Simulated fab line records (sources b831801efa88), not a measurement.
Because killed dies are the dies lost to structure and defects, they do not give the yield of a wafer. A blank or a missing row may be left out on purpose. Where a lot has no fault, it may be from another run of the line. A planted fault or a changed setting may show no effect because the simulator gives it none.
The same fault as seen by 2 desks -- flow sky130 -- each desk holds nothing but its own numbers, with what lay behind them at the end

== DESK OF THE TOOL OWNER: pvdSputter-02 ==
The tool's own readings at SKY_METAL1_SPUTTER_02 (material AlCu, target thk 250 nm, time 13.3 s): means of the sampled wafers that have a number, for each lot that ran on this tool. Any lot whose mean is over 4 standard deviations away from the usual mean is out of limits and marked OUT; that distance is given in the brackets.
Columns: A = cathodeDcPowerW at SKY_METAL1_SPUTTER_02, usual 10600 W; B = throttleValvePct at SKY_METAL1_SPUTTER_02, usual 29.5 %
lot,first seen here,A,B
L606,day 31 13:03,10602,29.1
L609,day 32 15:33,10601,29.1
L611,day 33 01:25,10172 (-99 or more) OUT,29.5
L626,day 38 09:33,10599,28.8
L629,day 38 20:52,10598,30.1
This desk's verdict: out of limits on L611, starting with L611 at day 33 01:25 (cathodeDcPowerW at SKY_METAL1_SPUTTER_02). In limits: L606, L609, L626, L629.

== FROM THE METROLOGY DESK ==
Means of the sampled wafers that have a number, per lot and without regard to the tool the lot ran on: this is what the gauges read. Any lot whose mean is over 4 standard deviations away from the usual mean is out of limits and marked OUT; that distance is given in the brackets.
Columns: A = CONTACT_OVL at SKY_CONTACT_OVL_MEAS_15, usual -2 nm; B = CONTACT_W_THK at SKY_CONTACT_THK_MEAS_26, usual 339 nm; C = METAL1_ALCU_RS at SKY_METAL1_RS_MEAS_05, usual 0.1269 ohm/sq; D = METAL1_ALCU_THK at SKY_METAL1_THK_MEAS_06, usual 253 nm
lot,first seen here,A,B,C,D
L606,day 31 11:36,3,344,0.1273,254
L609,day 32 14:05,-6,335,0.1271,254
L611,day 32 23:58,5,337,0.1300,249
L619,day 35 20:56,1,343,0.1267,253
L620,day 35 23:26,-3,334,0.1278,251
L625,day 38 05:32,5,336,0.1281,249
L626,day 38 07:45,-4,338,0.1265,253
L627,day 38 11:52,0,337,0.1269,251
L628,day 38 15:48,-10,343,0.1257,254
L629,day 38 19:17,-2,334,0.1267,254
This desk's verdict: no lot among the 10 shows anything out of limits.

== TAKEN TOGETHER ==
At day 33 01:25, on L611, the tool owner's desk was in a position to raise an alarm.
The metrology desk saw nothing out of limits.
The metrology desk holds a record of L611, inside its limits.
Every lot named ran SKY_METAL1_SPUTTER_02 on pvdSputter-02.

== WHAT THE SIMULATOR HAD PUT IN ==
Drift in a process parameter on pvdSputter-02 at SKY_METAL1_SPUTTER_02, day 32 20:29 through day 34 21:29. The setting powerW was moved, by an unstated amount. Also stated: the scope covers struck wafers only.
Struck lots among those shown: L611.
How many hours passed from the start of the fault until each desk's first out-of-limits reading: the tool owner's desk, 5.
